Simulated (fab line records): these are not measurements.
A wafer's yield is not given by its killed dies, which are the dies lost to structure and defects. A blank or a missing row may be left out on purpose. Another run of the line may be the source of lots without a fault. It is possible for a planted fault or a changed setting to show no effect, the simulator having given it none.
A lot that was struck, set against a sound lot	flow gf180mcu	22 out of 602 route steps
Sound: the wafers L909.2, L909.3, L909.6. The struck wafers were L920.4, L920.5, L920.6. At the end, the cause is stated.
Order at every step that has rows: each side's tool, ch and its chambers, its first start. Under that, the readings that differ: sound wafers	struck wafers	difference of the means	sigmas: that difference in standard deviations of wafers without a fault.
alike: same words and numbers on both sides, and readings whose means sit less than 2 such deviations apart. not compared: any withheld reading, any reading some wafer has no value for, any bound like >300 that may hide the same value, and any number with overlapping values for which the record gives no deviation.
The two part at a step that has a row with sigmas, a row that says differs or no value, or rows on one side only. When numbers do not overlap yet have no deviation, they are printed without sigmas and do not part them. A reading that every wafer of one side lacks parts them only if that side has two wafers or more.

first, 6 steps without rows for these wafers: GF_VT_IMPLANT_HMDS_12 (prime time 60 s); GF_VT_IMPLANT_COAT_13 (resist thk 1000 nm); GF_VT_IMPLANT_SOFTBAKE_14 (time 60 s); GF_VT_IMPLANT_EXPOSE_15 (exposes mask Nwell LV AREA, target cd 860 nm); GF_VT_IMPLANT_PEB_16; GF_VT_IMPLANT_DEVELOP_17 (develop time 60 s).
GF_VT_IMPLANT_OVL_MEAS_18:
  sound on overlay-01 at day 8 08:40; struck on overlay-02 at day 10 21:32
reading	sound	struck	difference	sigmas
VT_IMPLANT_01_OVL (nm)	-1.1 -1.3 -1.7	1.3 0.9 2.7	+3.0	+2
next, for these wafers, 1 step has no rows: GF_VT_IMPLANT_IMPLANT_19.
GF_VT_IMPLANT_STRIP_20: strips in O2/N2.
  sound on plasma asher-03 ch 0,1, day 8 08:51; struck on plasma asher-01 ch 0,1, day 10 21:44
  alike: drypump motor current A, heater power w, oes product au, platen temp c, strip time to endpoint s
  not compared: rf hours counter h
GF_VT_IMPLANT_TW_MEAS_21:
  sound on film metro-01 at day 8 08:58; struck on film metro-01 at day 10 21:50
  alike: VT_IMPLANT_2_TW
then, 2 steps without rows for these wafers: GF_VT_IMPLANT_DEHYDRATE_22 (time 60 s); GF_VT_IMPLANT_HMDS_23 (prime time 60 s).
GF_VT_IMPLANT_COAT_24: resist thk 1000 nm.
  sound on litho track-02 ch 0, day 8 17:32; struck on litho track-02 ch 0, day 11 06:47
reading	sound	struck	difference	sigmas
spin speed rpm (rpm)	3001.8 3000.5 2998.0	3412.6 3407.8 3412.5	+410.9	+99 or more
model.NOVOLAK_of_VT_IMPLANT_COAT_24.thk nm (nm)	997.5 997.1 999.1	934.7 933.3 932.3	-64.5	
then, 3 steps without rows for these wafers: GF_VT_IMPLANT_SOFTBAKE_25 (time 60 s); GF_VT_IMPLANT_EXPOSE_26 (exposes mask LVPWELL HV AREA, target cd 860 nm); GF_VT_IMPLANT_PEB_27.
GF_VT_IMPLANT_DEVELOP_28: develop time 60 s.
  sound on litho track-03 ch 0, day 9 01:41; struck on litho track-02 ch 0, day 11 16:08
reading	sound	struck	difference	sigmas
model.NOVOLAK_of_VT_IMPLANT_COAT_24.thk nm (nm)	997.1 996.7 998.7	934.3 932.9 931.9	-64.5	
GF_VT_IMPLANT_OVL_MEAS_29:
  sound on overlay-02 at day 9 01:49; struck on overlay-01 at day 11 16:13
  alike: VT_IMPLANT_02_OVL
next, for these wafers, 1 step has no rows: GF_VT_IMPLANT_IMPLANT_30.
GF_VT_IMPLANT_STRIP_31: strips in O2/N2.
  sound on plasma asher-01 ch 0, day 9 02:00; struck on plasma asher-04 ch 0,1, day 11 16:25
reading	sound	struck	difference	sigmas
drypump motor current A (A)	4.8 4.8 4.8	6.4 6.4 5.2	+1.2	+2
strip time to endpoint s (s)	12.59 12.58 12.61	11.86 11.85 11.84	-0.74	-23
  alike: heater power w, oes product au, platen temp c
  not compared: rf hours counter h
GF_VT_IMPLANT_TW_MEAS_32:
  sound on film metro-02 at day 9 02:07; struck on film metro-01 at day 11 16:31
  alike: VT_IMPLANT_3_TW
-- a jump in the record: the struck wafers' starts before and after are 23 days apart (it breaks off in module VT_IMPLANT and resumes in module PASSIVATION, where the first step shown is number 602 of the route) --
GF_PASSIVATION_PROBE_99:
  the record has rows for the struck wafers here (prober-01, day 34 05:19) and none for the sound ones

WHERE THEY PART
Earliest at GF_VT_IMPLANT_OVL_MEAS_18; latest, in this record, at GF_PASSIVATION_PROBE_99.

WHY: what the simulator had put in
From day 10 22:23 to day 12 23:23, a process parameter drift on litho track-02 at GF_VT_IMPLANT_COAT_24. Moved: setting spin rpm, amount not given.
